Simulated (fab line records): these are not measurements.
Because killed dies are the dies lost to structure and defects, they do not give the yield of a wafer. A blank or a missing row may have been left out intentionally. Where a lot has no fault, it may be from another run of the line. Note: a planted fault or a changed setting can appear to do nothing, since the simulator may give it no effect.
Which tool did it? / flow sky130 / at 1 step of a route of 708, 11 lots with 33 wafers sampled

## WHAT THE GAUGES READ, wafer by wafer
SKY_SONOS_TUNNEL_CD_MEAS_07: target cd 410 nm.
lot=L721; measured=day 11 18:01; on=cdSem-01; cdNm (nm)=407.9 407.9 408.7
lot=L723; measured=day 12 02:44; on=cdSem-01; cdNm (nm)=406.3 408.2 406.6
lot=L724; measured=day 12 15:52; on=cdSem-01; cdNm (nm)=411.5 411.2 409.6
lot=L726; measured=day 13 14:34; on=cdSem-01; cdNm (nm)=409.1 409.1 407.5
lot=L728; measured=day 14 14:38; on=cdSem-02; cdNm (nm)=409.1 407.7 409.7
lot=L730; measured=day 14 22:34; on=cdSem-01; cdNm (nm)=409.2 407.5 407.3
lot=L731; measured=day 15 04:19; on=cdSem-01; cdNm (nm)=410.0 409.4 410.0
lot=L733; measured=day 16 00:53; on=cdSem-01; cdNm (nm)=411.2 412.8 411.8
lot=L738; measured=day 17 11:38; on=cdSem-02; cdNm (nm)=410.5 410.1 410.3
lot=L741; measured=day 18 07:28; on=cdSem-01; cdNm (nm)=409.1 410.7 409.4
lot=L743; measured=day 18 22:30; on=cdSem-01; cdNm (nm)=412.4 410.5 410.3

## TOOL THAT RAN EACH LOT (tool first, then ch and the chambers of the sampled wafers, then the start)
There is no process step in the record ahead of these readings.

## THE ANSWER, worked out from the rows above alone
Rule: the usual values come from the lots themselves. The widest of any qualifying gaps counts: lots, ordered by their means at a reading, are off when they make up no more than a third of the lots, leave a main group of 4 or more, and stand apart from it by 3 or more times the standard deviation of that group's means. A main group is skipped when, at the precision printed for the reading in the tables above, its means are all equal. A lot without any number at a reading at which 4 lots or more have one is off too. The other lots that the step has rows for count as sound.
Nothing can be told from this: no lot is off at any reading shown.

## WHAT WAS PUT IN BY THE SIMULATOR
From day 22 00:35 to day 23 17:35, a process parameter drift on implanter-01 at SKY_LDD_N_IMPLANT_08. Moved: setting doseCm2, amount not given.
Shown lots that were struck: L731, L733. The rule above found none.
